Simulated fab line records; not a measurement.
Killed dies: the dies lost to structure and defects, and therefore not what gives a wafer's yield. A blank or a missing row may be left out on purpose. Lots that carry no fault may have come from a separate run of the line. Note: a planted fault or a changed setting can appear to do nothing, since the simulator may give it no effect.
fab line records -- flow sky130
[record] lots = 6, wafers = 18, last-day = 50
route steps=708 shown POLY_GATE@234 LDD_N@237 PAD_OPEN@708
lots untouched by any fault: they come from a run of this same line in which no faults occurred
start-h: start of the lot's first displayed wafer, in hours after the record's first day -- wait-h: hours elapsed since this lot's preceding step -- " the same as in the row above -- L1.1+2: one row covering several wafers at once -- - no value present, or no start provided -- * or withheld: withheld -- < > ~ a bound
route shown NAME@n: NAME is a module with steps in the file, n the number in the route of the first one -- usual: mean/standard deviation taken from wafers without a fault -- same: alike in all rows -- chamber/n: place in a boat -- sites: per-site readings -- _std_site: their standard deviation -- _edge_site: inner sites' mean taken away from outer sites' mean -- radius-mm: how far each site lies from the wafer's centre -- mask NAME#n: copy n -- behind: tool/chamber where the wafer was last shaped -- hold: what put the lot on hold/how long, in hours/how the hold closed -- device: transistor that didn't switch, given as n, p or np -- end of line: at the end of the route, the tests of the same wafers -- a step without rows: its recipe alone -- killed: not the wafer's yield, but the dies lost to structure and defects at the first sort -- map: a wafer's dies, x killed, . not, _ none there
set.NAME: the setting the step ran with; set.NAME@STEP: the setting that earlier step ran with -- model.NAME: the simulator's own value behind a step, which no gauge read
lots at selected steps of the route; one table per step, one row per wafer
services: the hour from which a tool's chamber was out of use, counted from the record's first day as start-h (under 0 if before that day), plus the number of hours and why
[[steps]]
[step SKY_POLY_GATE_OXIDATION_20]
[recipe] temp-c = 850, ambient = O2, stabilise-s = 600, purge-s = 300, target-thk-a = 40, ox-time-s = 899
[step SKY_POLY_GATE_THK_MEAS_21]
[recipe] reads = SiO2_of_POLY_GATE_OXIDATION_20
[usual] POLY_GATE_OXIDATION_THK = 4.01/0.069
lot.wafer,tool,chamber,start-h,wait-h,POLY_GATE_OXIDATION_THK[nm]
L953.2,film-metro-01,-,394.63,0.0,4.09
L953.4,film-metro-01,-,394.63,0.0,4.08
L953.5,film-metro-01,-,394.63,0.0,4.05
L958.2,film-metro-04,-,470.41,0.0,3.95
L958.3,film-metro-04,-,470.41,0.0,3.91
L958.6,film-metro-04,-,470.41,0.0,3.87
L961.1,film-metro-03,-,481.91,0.0,3.88
L961.3,film-metro-03,-,481.91,0.0,3.93
L961.5,film-metro-03,-,481.91,0.0,3.99
L960.1,film-metro-03,-,483.16,0.0,4.01
L960.3,film-metro-03,-,483.16,0.0,4.08
L960.4,film-metro-03,-,483.16,0.0,3.96
L962.2,film-metro-04,-,486.54,0.0,3.95
L962.5,film-metro-04,-,486.54,0.0,4.08
L962.6,film-metro-04,-,486.54,0.0,4.10
L972.2,film-metro-04,-,563.26,0.0,3.92
L972.5,film-metro-04,-,563.26,0.0,3.92
L972.6,film-metro-04,-,563.26,0.0,3.93
[step SKY_POLY_GATE_CD_MEAS_22]
[usual] cd-nm = 150.8/2.2
lot.wafer,tool,chamber,start-h,wait-h,cd-nm
L953.2,cd-sem-02,-,394.71,0.1,150.6
L953.4,cd-sem-02,-,394.71,0.1,150.5
L953.5,cd-sem-02,-,394.71,0.1,151.2
L958.2,cd-sem-02,-,470.49,0.1,147.4
L958.3,cd-sem-02,-,470.49,0.1,149.9
L958.6,cd-sem-02,-,470.49,0.1,150.3
L961.1,cd-sem-02,-,481.97,0.1,149.6
L961.3,cd-sem-02,-,481.97,0.1,150.4
L961.5,cd-sem-02,-,481.97,0.1,150.9
L960.1,cd-sem-02,-,483.22,0.1,151.4
L960.3,cd-sem-02,-,483.22,0.1,151.9
L960.4,cd-sem-02,-,483.22,0.1,154.3
L962.2,cd-sem-02,-,486.62,0.1,151.9
L962.5,cd-sem-02,-,486.62,0.1,154.5
L962.6,cd-sem-02,-,486.62,0.1,148.6
L972.2,cd-sem-01,-,563.34,0.1,146.8
L972.5,cd-sem-01,-,563.34,0.1,148.9
L972.6,cd-sem-01,-,563.34,0.1,149.6
[step SKY_LDD_N_DEHYDRATE_00]
[recipe] temp-c = 200, time-s = 60
[step SKY_LDD_N_HMDS_01]
[recipe] prime-time-s = 60, prime-temp-c = 120
[step SKY_LDD_N_COAT_02]
[recipe] resist = NOVOLAK, spin-rpm = 3000, resist-thk-nm = 300
[step SKY_LDD_N_SOFTBAKE_03]
[recipe] temp-c = 90, time-s = 60, resist = NOVOLAK
[step SKY_LDD_N_EXPOSE_04]
[recipe] mask-id = NTM, target-cd-nm = 840, na = 0.6, source-shape = conventional, sigma-outer = 0.6, dose-mj = 110
[step SKY_LDD_N_PEB_05]
[recipe] temp-c = withheld, time-s = *, resist = NOVOLAK
[step SKY_LDD_N_DEVELOP_06]
[recipe] develop-time-s = 60, dev-temp-c = 23
[step SKY_LDD_N_OVL_MEAS_07]
[usual] LDD_N_OVL = 0.3/1.4
lot.wafer,tool,chamber,start-h,wait-h,LDD_N_OVL[nm]
L953.2,overlay-01,-,423.85,0.1,0.7
L953.4,overlay-01,-,423.85,0.1,0.3
L953.5,overlay-01,-,423.85,0.1,-1.3
L958.2,overlay-02,-,500.84,0.1,0.9
L958.3,overlay-02,-,500.84,0.1,-0.6
L958.6,overlay-02,-,500.84,0.1,-0.2
L961.1,overlay-01,-,512.38,0.1,1.5
L961.3,overlay-01,-,512.38,0.1,1.2
L961.5,overlay-01,-,512.38,0.1,1.4
L960.1,overlay-02,-,513.74,0.1,-1.2
L960.3,overlay-02,-,513.74,0.1,-0.3
L960.4,overlay-02,-,513.74,0.1,-1.2
L962.2,overlay-01,-,516.54,0.1,-1.8
L962.5,overlay-01,-,516.54,0.1,-0.1
L962.6,overlay-01,-,516.54,0.1,-3.2
L972.2,overlay-01,-,593.07,0.1,0.8
L972.5,overlay-01,-,593.07,0.1,-0.4
L972.6,overlay-01,-,593.07,0.1,-1.3
[step SKY_LDD_N_IMPLANT_08]
[recipe] species = As, energy-kev = 20, dose-cm2 = 7.5e+13, tilt-deg = withheld, rotation-deg = 23
[step SKY_LDD_N_IMPLANT_09]
[recipe] species = As, energy-kev = 20, dose-cm2 = 7.5e+13, tilt-deg = withheld, rotation-deg = 113
[usual] dose-ions-cm2 = 7.499e+13/6.7e+10, faraday-current-uA = 423/7.9
lot.wafer,tool,chamber,start-h,wait-h,dose-ions-cm2,faraday-current-uA
L953.2,implanter-01,0,424.06,0.1,7.499e+13,421
L953.4,implanter-01,0,424.06,0.1,7.5e+13,414
L953.5,implanter-01,0,424.06,0.1,7.5e+13,442
L958.2,implanter-02,0,501.05,0.1,7.501e+13,423
L958.3,implanter-02,0,501.05,0.1,7.504e+13,433
L958.6,implanter-02,0,501.05,0.1,7.501e+13,429
L961.1,implanter-01,0,512.57,0.1,7.488e+13,437
L961.3,implanter-01,0,512.57,0.1,7.506e+13,411
L961.5,implanter-01,0,512.57,0.1,7.487e+13,407
L960.1,implanter-02,0,513.92,0.1,9.729e+13,557
L960.3,implanter-02,0,513.92,0.1,9.719e+13,552
L960.4,implanter-02,0,513.92,0.1,9.717e+13,550
L962.2,implanter-02,0,516.75,0.1,9.715e+13,557
L962.5,implanter-02,0,516.75,0.1,9.721e+13,553
L962.6,implanter-02,0,516.75,0.1,9.719e+13,540
L972.2,implanter-04,0,593.28,0.1,7.5e+13,423
L972.5,implanter-04,0,593.28,0.1,7.495e+13,412
L972.6,implanter-04,0,593.28,0.1,7.503e+13,430
[step SKY_LDD_N_IMPLANT_10]
[recipe] species = As, energy-kev = 20, dose-cm2 = 7.5e+13, tilt-deg = withheld, rotation-deg = 203
[step SKY_LDD_N_IMPLANT_11]
[recipe] species = As, energy-kev = 20, dose-cm2 = 7.5e+13, tilt-deg = withheld, rotation-deg = 293
[step SKY_LDD_N_IMPLANT_12]
[recipe] species = BF2, energy-kev = 50, dose-cm2 = 5e+12, tilt-deg = 30, rotation-deg = 0
[step SKY_LDD_N_IMPLANT_13]
[recipe] species = BF2, energy-kev = 50, dose-cm2 = 5e+12, tilt-deg = 30, rotation-deg = 90
[step SKY_LDD_N_IMPLANT_14]
[recipe] species = BF2, energy-kev = 50, dose-cm2 = 5e+12, tilt-deg = 30, rotation-deg = 180
[step SKY_LDD_N_IMPLANT_15]
[recipe] species = BF2, energy-kev = 50, dose-cm2 = 5e+12, tilt-deg = 30, rotation-deg = 270
[step SKY_LDD_N_STRIP_16]
[recipe] chemistry = O2/N2, power-w = 1400, pressure-mtorr = 1500, platen-temp-c = withheld, o2-flow-sccm = 3000, n2-flow-sccm = 300, overash-fraction = 0.5
[usual] chamber-pressure-mTorr = 1500.1/1.3, drypump-motor-current-A = 5.6/0.4, oes-product-au = 0.407/0.0044, strip-time-to-endpoint-s = 4.322/0.015
[same] overash-fraction = 0.5
lot.wafer,tool,chamber,start-h,wait-h,chamber-pressure-mTorr,drypump-motor-current-A,oes-product-au,rf-hours-counter-h,strip-time-to-endpoint-s
L953.2,plasma-asher-01,0,425.08,0.1,1499.8,5.4,0.416,29,4.308
L953.4,plasma-asher-01,0,425.08,0.1,1499.9,5.4,0.407,-,4.304
L953.5,plasma-asher-01,0,425.08,0.1,1500.0,5.4,0.405,-,4.288
L958.2,plasma-asher-04,0,502.07,0.1,1499.4,6.2,0.413,83,4.318
L958.3,plasma-asher-04,0,502.07,0.1,1500.2,6.3,0.404,-,4.314
L958.6,plasma-asher-04,0,502.07,0.1,1499.3,6.3,0.404,-,4.309
L961.1,plasma-asher-04,1,513.62,0.1,1498.8,5.0,0.404,85,4.329
L961.3,plasma-asher-04,0,513.62,0.1,1500.1,6.3,0.404,-,4.307
L961.5,plasma-asher-04,1,513.62,0.1,1501.6,5.0,0.412,-,4.314
L960.1,plasma-asher-01,1,514.97,0.1,1502.2,5.7,0.408,39,4.385
L960.3,plasma-asher-01,1,514.97,0.1,1500.0,5.7,0.403,-,4.386
L960.4,plasma-asher-01,0,514.97,0.1,1499.8,5.3,0.404,-,4.357
L962.2,plasma-asher-02,1,517.77,0.1,1501.0,5.4,0.411,10,4.393
L962.5,plasma-asher-02,0,517.77,0.1,1497.4,5.7,0.402,-,4.387
L962.6,plasma-asher-02,1,517.77,0.1,1499.3,5.4,0.403,-,4.366
L972.2,plasma-asher-02,0,594.30,0.1,1499.3,5.7,0.414,17,4.328
L972.5,plasma-asher-02,1,594.30,0.1,1500.5,5.4,0.409,-,4.352
L972.6,plasma-asher-02,0,594.30,0.1,1501.6,5.7,0.395,-,4.345
[step SKY_LDD_N_TW_MEAS_17]
[usual] LDD_N_TW = 2587/22
lot.wafer,tool,chamber,start-h,wait-h,LDD_N_TW
L953.2,film-metro-02,-,425.19,0.1,2550
L953.4,film-metro-02,-,425.19,0.1,2554
L953.5,film-metro-02,-,425.19,0.1,2556
L958.2,film-metro-02,-,502.18,0.1,2579
L958.3,film-metro-02,-,502.18,0.1,2575
L958.6,film-metro-02,-,502.18,0.1,2566
L961.1,film-metro-02,-,513.72,0.1,2571
L961.3,film-metro-02,-,513.72,0.1,2575
L961.5,film-metro-02,-,513.72,0.1,2577
L960.1,film-metro-01,-,515.07,0.1,2642
L960.3,film-metro-01,-,515.07,0.1,2631
L960.4,film-metro-01,-,515.07,0.1,2622
L962.2,film-metro-02,-,517.88,0.1,2609
L962.5,film-metro-02,-,517.88,0.1,2590
L962.6,film-metro-02,-,517.88,0.1,2611
L972.2,film-metro-01,-,594.41,0.1,2603
L972.5,film-metro-01,-,594.41,0.1,2605
L972.6,film-metro-01,-,594.41,0.1,2604
[step SKY_PAD_OPEN_PROBE_99]
[usual] killed_at_M0_to_M3 = 44/6.4, killed_at_M4_up = 3.6/2.1, killed-at-contacts = 23/5.1, killed-at-front-end = 15/4.3, killed-at-other = 0.3/0.56, killed-dies = 86/9, killed-open = 47/6.4, killed-short = 39/5.8
[same] gross-dies = 492, killed-at-back-side = 0
lot.wafer,tool,chamber,start-h,wait-h,killed_at_M0_to_M3,killed_at_M4_up,killed-at-contacts,killed-at-front-end,killed-at-other,killed-dies,killed-open,killed-short,model.etest.tip-n.rs-ohm-sq
L953.2,prober-02,-,1086.80,0.1,46,1,17,15,1,80,39,41,440.8
L953.4,prober-02,-,1086.90,0.2,46,2,19,12,0,79,41,38,439.4
L953.5,prober-02,-,1086.95,0.2,48,2,20,14,0,84,39,45,438.9
L958.2,prober-02,-,1129.92,0.1,33,2,22,22,0,79,43,36,446.5
L958.3,prober-02,-,1129.97,0.2,37,0,23,14,1,75,40,35,444.7
L958.6,prober-02,-,1130.12,0.2,42,2,23,26,0,93,50,43,444.6
L960.1,prober-02,-,1137.23,0.1,46,6,25,6,0,83,42,41,431.6
L960.3,prober-02,-,1137.33,0.2,54,1,23,11,0,89,50,39,428.5
L960.4,prober-02,-,1137.38,0.2,43,5,24,12,0,84,46,38,425.2
L961.1,prober-01,-,1138.57,0.1,53,3,19,22,0,97,52,45,437.2
L961.3,prober-01,-,1138.67,0.2,50,6,20,17,0,93,50,43,440.7
L961.5,prober-01,-,1138.77,0.2,50,4,20,9,0,83,48,35,439.6
L962.2,prober-02,-,1140.88,0.1,41,3,20,10,0,74,37,37,425.9
L962.5,prober-02,-,1141.03,0.2,39,2,37,12,1,91,54,37,428.7
L962.6,prober-02,-,1141.08,0.2,34,11,26,15,0,86,44,42,426.5
L972.2,prober-01,-,1194.57,0.1,45,7,23,15,0,90,44,46,443.3
L972.5,prober-01,-,1194.72,0.2,52,4,18,13,0,87,53,34,439.1
L972.6,prober-01,-,1194.77,0.2,40,7,28,8,1,84,50,34,439.7
// killed by level:class
L953.2 VIA1:geometric-particle:open=9 METAL2:geometric-particle:short=9 METAL1:geometric-particle:short=8 LI_CONTACT:geometric-particle:open=6 FIELD_ISO:geometric-particle:open=5 VIA2:geometric-particle:open=5 LOCAL_INTERCONNECT:geometric-particle:short=4 METAL2:geometric-particle:open=4
L953.4 VIA3:geometric-particle:open=9 VIA3:geometric-particle:short=7 LI_CONTACT:geometric-particle:open=6 CONTACT:geometric-particle:open=6 METAL2:geometric-particle:short=6 VIA2:geometric-particle:open=6 VIA1:geometric-particle:short=5 VIA1:geometric-particle:open=5
L953.5 VIA1:geometric-particle:open=9 VIA3:geometric-particle:open=7 LI_CONTACT:geometric-particle:open=6 LOCAL_INTERCONNECT:geometric-particle:short=6 METAL2:geometric-particle:short=6 CONTACT:geometric-particle:open=5 METAL1:geometric-particle:short=5 VIA2:geometric-particle:open=5
L958.2 VIA1:geometric-particle:open=12 CONTACT:geometric-particle:open=9 POLY_GATE:geometric-particle:open=7 POLY_GATE:geometric-particle:short=7 VIA3:geometric-particle:open=5 METAL1:geometric-particle:short=5 LI_CONTACT:geometric-particle:open=5 METAL3:geometric-particle:short=5
L958.3 CONTACT:geometric-particle:open=8 VIA1:geometric-particle:open=7 LI_CONTACT:geometric-particle:open=6 METAL1:geometric-particle:short=6 VIA3:geometric-particle:open=6 CONTACT:geometric-particle:short=5 VIA1:geometric-particle:short=4 METAL2:geometric-particle:short=4
L958.6 VIA1:geometric-particle:open=13 POLY_GATE:geometric-particle:short=8 CONTACT:geometric-particle:open=8 FIELD_ISO:geometric-particle:short=7 LI_CONTACT:geometric-particle:open=6 CONTACT:geometric-particle:short=6 FIELD_ISO:geometric-particle:open=5 VIA3:geometric-particle:open=5
L960.1 VIA1:geometric-particle:short=9 VIA1:geometric-particle:open=7 LI_CONTACT:geometric-particle:open=6 CONTACT:geometric-particle:open=6 CONTACT:geometric-particle:short=6 VIA3:geometric-particle:short=6 VIA2:geometric-particle:open=6 VIA3:geometric-particle:open=6
L960.3 VIA1:geometric-particle:open=14 CONTACT:geometric-particle:open=9 VIA3:geometric-particle:open=9 CONTACT:geometric-particle:short=7 VIA2:geometric-particle:open=7 METAL1:geometric-particle:short=6 VIA1:geometric-particle:short=5 FIELD_ISO:geometric-particle:short=4
L960.4 VIA1:geometric-particle:open=12 CONTACT:geometric-particle:open=11 LOCAL_INTERCONNECT:geometric-particle:short=6 METAL4:geometric-particle:short=5 VIA1:geometric-particle:short=5 METAL2:geometric-particle:short=5 VIA3:geometric-particle:open=4 VIA2:geometric-particle:short=4
L961.1 VIA1:geometric-particle:open=15 METAL1:geometric-particle:short=8 POLY_GATE:geometric-particle:open=6 CONTACT:geometric-particle:open=6 VIA3:geometric-particle:open=6 POLY_GATE:geometric-particle:short=5 METAL2:geometric-particle:short=5 VIA2:geometric-particle:open=5
L961.3 CONTACT:geometric-particle:open=11 VIA1:geometric-particle:open=8 METAL1:geometric-particle:short=8 VIA3:geometric-particle:open=8 METAL2:geometric-particle:short=7 VIA2:geometric-particle:open=6 FIELD_ISO:geometric-particle:open=4 FIELD_ISO:geometric-particle:short=4
L961.5 VIA1:geometric-particle:open=12 CONTACT:geometric-particle:open=11 VIA1:geometric-particle:short=6 VIA3:geometric-particle:open=6 POLY_GATE:geometric-particle:short=5 METAL1:geometric-particle:short=5 METAL2:geometric-particle:short=5 VIA2:geometric-particle:open=5
L962.2 CONTACT:geometric-particle:open=10 METAL1:geometric-particle:short=8 VIA1:geometric-particle:open=6 VIA3:geometric-particle:open=6 VIA2:geometric-particle:open=5 POLY_GATE:geometric-particle:open=4 LI_CONTACT:geometric-particle:open=4 METAL3:geometric-particle:short=4
L962.5 CONTACT:geometric-particle:open=15 LI_CONTACT:geometric-particle:open=11 VIA1:geometric-particle:open=8 CONTACT:geometric-particle:short=7 METAL2:geometric-particle:short=6 VIA2:geometric-particle:open=5 METAL3:geometric-particle:short=5 POLY_GATE:geometric-particle:short=4
L962.6 LI_CONTACT:geometric-particle:open=11 VIA1:geometric-particle:open=9 METAL4:geometric-particle:short=9 POLY_GATE:geometric-particle:open=6 METAL2:geometric-particle:short=6 CONTACT:geometric-particle:short=5 VIA2:geometric-particle:open=5 VIA3:geometric-particle:open=4
L972.2 LI_CONTACT:geometric-particle:open=9 FIELD_ISO:geometric-particle:open=7 METAL1:geometric-particle:short=7 VIA1:geometric-particle:short=7 METAL2:geometric-particle:short=6 VIA3:geometric-particle:open=6 VIA1:geometric-particle:open=5 VIA2:geometric-particle:open=5
L972.5 VIA1:geometric-particle:open=18 VIA2:geometric-particle:open=9 CONTACT:geometric-particle:open=8 FIELD_ISO:geometric-particle:open=6 VIA3:geometric-particle:short=6 VIA3:geometric-particle:open=5 CONTACT:geometric-particle:short=4 METAL1:geometric-particle:short=4
L972.6 VIA1:geometric-particle:open=10 CONTACT:geometric-particle:open=9 VIA2:geometric-particle:open=9 METAL1:geometric-particle:short=8 CONTACT:geometric-particle:short=7 LI_CONTACT:geometric-particle:open=6 VIA3:geometric-particle:open=6 METAL4:geometric-particle:short=4
[[services]]
tool,chamber,start-h,hours,kind
implanter-04,-,410.25,4.6,pm
plasma-asher-02,-,421.25,9.0,pm
plasma-asher-02,0,421.25,9.0,vent-cycle
plasma-asher-02,1,421.25,9.0,vent-cycle
plasma-asher-02,0,430.25,-,clean
plasma-asher-02,1,430.25,-,clean
plasma-asher-02,-,446.54,0.3,repair
implanter-01,-,451.53,1.7,pm
plasma-asher-02,-,576.68,1.1,repair
implanter-02,-,591.92,1.8,repair
[[key]]
[first-sign] step = SKY_LDD_N_IMPLANT_09, reading = dose-ions-cm2, direction = up, sigmas = 99+, usual = *, struck = *
[effect] step = SKY_LDD_N_IMPLANT_09, reading = faraday-current-uA, direction = up, sigmas = 16, usual = 423, struck = 551
[effect] step = SKY_LDD_N_STRIP_16, reading = strip-time-to-endpoint-s, direction = up, sigmas = 3.9, usual = *, struck = *
[model-effect] step = SKY_PAD_OPEN_PROBE_99, value = etest.tip-n.rs-ohm-sq, without = 447.1, struck = 427.7
met-at SKY_LDD_N_IMPLANT_09
struck-wafers L960.1,L960.3,L960.4,L962.2,L962.5,L962.6
tester-left-out L960,L962
onset-between 501.05 513.92
[fault] kind = process-parameter-drift, tool = implanter-02, chamber = -, onset-h = 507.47, steps = SKY_LDD_N_IMPLANT_09, channel = dose-cm2, offset = *, shape = step, end-h = 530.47, acts-in = *, stated = *
// tester-left-out: of these lots the tester's yield and bins aren't shown, on N5 and GAA mostly nor the transistor test; their killed dies are dies lost to structure and defects alone, not to doping, threshold or leakage, so they don't give the yield
